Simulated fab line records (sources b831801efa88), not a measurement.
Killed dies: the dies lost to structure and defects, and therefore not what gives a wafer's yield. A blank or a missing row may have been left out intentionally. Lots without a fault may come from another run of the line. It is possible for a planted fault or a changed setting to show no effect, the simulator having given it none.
A lot that was struck, set against a sound lot -- flow sky130 -- 19 out of 708 route steps
Sound: wafers L370.1, L370.3, L370.5. Struck: wafers L381.2, L381.4, L381.6. Last of all comes the cause.
Each step with rows lists, per side, the tool, then ch with its chambers, then its first start. Under that, the readings that differ: sound wafers -- struck wafers -- difference of the means -- sigmas: that difference in standard deviations of wafers without a fault.
alike: a reading whose means differ by less than 2 such deviations, as well as words and numbers matching on both sides. not compared: withheld readings; readings where some wafer has no value; bounds like >300 that might hide an equal value; numbers whose values overlap and for which the record gives no deviation.
Wherever a step has rows on one side only, a row that says differs or no value, or a row with sigmas, the two part there. When numbers do not overlap yet have no deviation, they are printed without sigmas and do not part them. Lack of a reading on every wafer of one side parts them only where that side has two or more wafers.

first, 4 steps without rows for these wafers: SKY_VT_ADJUST_LVTN_SOFTBAKE_14 (time 60 s); SKY_VT_ADJUST_LVTN_EXPOSE_15 (exposes mask HVN STD DERIVED, target cd 600 nm); SKY_VT_ADJUST_LVTN_PEB_16; SKY_VT_ADJUST_LVTN_DEVELOP_17 (develop time 57.72 s).
SKY_VT_ADJUST_LVTN_OVL_MEAS_18:
  sound on overlay-02 at day 8 15:25; struck on overlay-02 at day 11 22:52
reading,sound,struck,difference,sigmas
VT_ADJUST_LVTN_01_OVL (nm),0.9 -0.4 2.3,-1.2 -4.1 -1.3,-3.1,-2
after that, 1 step had no rows for these wafers: SKY_VT_ADJUST_LVTN_IMPLANT_19.
SKY_VT_ADJUST_LVTN_STRIP_20: strips in O2/N2.
  sound on plasma asher-01 ch 0, day 8 15:37; struck on plasma asher-04 ch 0,1, day 11 23:03
  alike: drypump motor current A, oes product au, strip time to endpoint s
  not compared: rf hours counter h
SKY_VT_ADJUST_LVTN_TW_MEAS_21:
  sound on film metro-04 at day 8 15:43; struck on film metro-04 at day 11 23:10
  alike: VT_ADJUST_LVTN_2_TW
then, 4 steps without rows for these wafers: SKY_VT_ADJUST_NCORE_DEHYDRATE_00 (time 60 s); SKY_VT_ADJUST_NCORE_HMDS_01 (prime time 60 s); SKY_VT_ADJUST_NCORE_COAT_02 (resist thk 1154 nm); SKY_VT_ADJUST_NCORE_SOFTBAKE_03 (time 60 s).
SKY_VT_ADJUST_NCORE_EXPOSE_04: exposes mask LVTN COMPLEMENT THIN, target cd 380 nm.
  sound on iline stepper-01 ch 0, day 9 02:56; struck on iline stepper-02 ch 0, day 12 11:26
reading,sound,struck,difference,sigmas
model.VT_ADJUST_NCORE.overlay x nm (nm),0.03617 0.03617 0.03617,193.6 193.6 193.6,+193.6,
  alike: mask
then, 2 steps without rows for these wafers: SKY_VT_ADJUST_NCORE_PEB_05; SKY_VT_ADJUST_NCORE_DEVELOP_06 (develop time 60 s).
SKY_VT_ADJUST_NCORE_CD_MEAS_07: target cd 380 nm.
  sound on cd sem-01 at day 9 13:37; struck on cd sem-01 at day 12 22:50
  alike: cd nm
SKY_VT_ADJUST_NCORE_OVL_MEAS_08:
  sound on overlay-01 at day 9 13:44; struck on overlay-01 at day 12 22:56
reading,sound,struck,difference,sigmas
VT_ADJUST_NCORE_OVL (nm),0.5 0.5 -1.1,193.7 193.2 193.2,+193.4,+99 or more
after that, 1 step had no rows for these wafers: SKY_VT_ADJUST_NCORE_IMPLANT_09.
-- record jumps: 37 days separate the struck wafers' starts on either side; left off in module VT_ADJUST_NCORE, taken up again in module PAD_OPEN, whose first shown step is the route's number 708 --
SKY_PAD_OPEN_PROBE_99:
  sound on prober-02 at day 47 12:35; struck on prober-02 at day 49 19:08
reading,sound,struck,difference,sigmas
killed at front end,5 19 17,25 28 31,+14,+3
model.etest.sram nfet pass.drive ua um,496.7 484.4 518.2,548.1 552.4 554.1,+51.8,
model.etest.sram pfet latch.drive ua um,139.4 141.5 142.3,160.2 158 159.2,+18.1,
model.etest.sram pfet latch.off log10 a um,-13.1 -12.9 -13.19,-11.73 -11.95 -11.7,+1.27,
model.etest.sram nfet pass.off log10 a um,-12.95 -13 -12.46,-12.14 -12.03 -11.88,+0.79,
model.etest.sram nfet pass.vt sat v (V),0.591 0.5883 0.5484,0.4884 0.4972 0.471,-0.0904,
model.etest.sram pfet latch.vt sat v (V),-0.8118 -0.7947 -0.803,-0.6773 -0.7032 -0.6764,+0.1175,
model.etest.sram nfet pass.vt v (V),0.6843 0.6872 0.6453,0.6091 0.6183 0.5986,-0.0636,
model.etest.sram pfet latch.vt v (V),-0.9381 -0.923 -0.9311,-0.8336 -0.855 -0.8345,+0.0897,
  alike: killed_at_M0_to_M3, killed_at_M4_up, killed at contacts, killed at other, killed dies, killed open, killed short

== WHERE THEY PART ==
First at SKY_VT_ADJUST_LVTN_OVL_MEAS_18; last, within this record, at SKY_PAD_OPEN_PROBE_99.

WHY: the cause the simulator had injected
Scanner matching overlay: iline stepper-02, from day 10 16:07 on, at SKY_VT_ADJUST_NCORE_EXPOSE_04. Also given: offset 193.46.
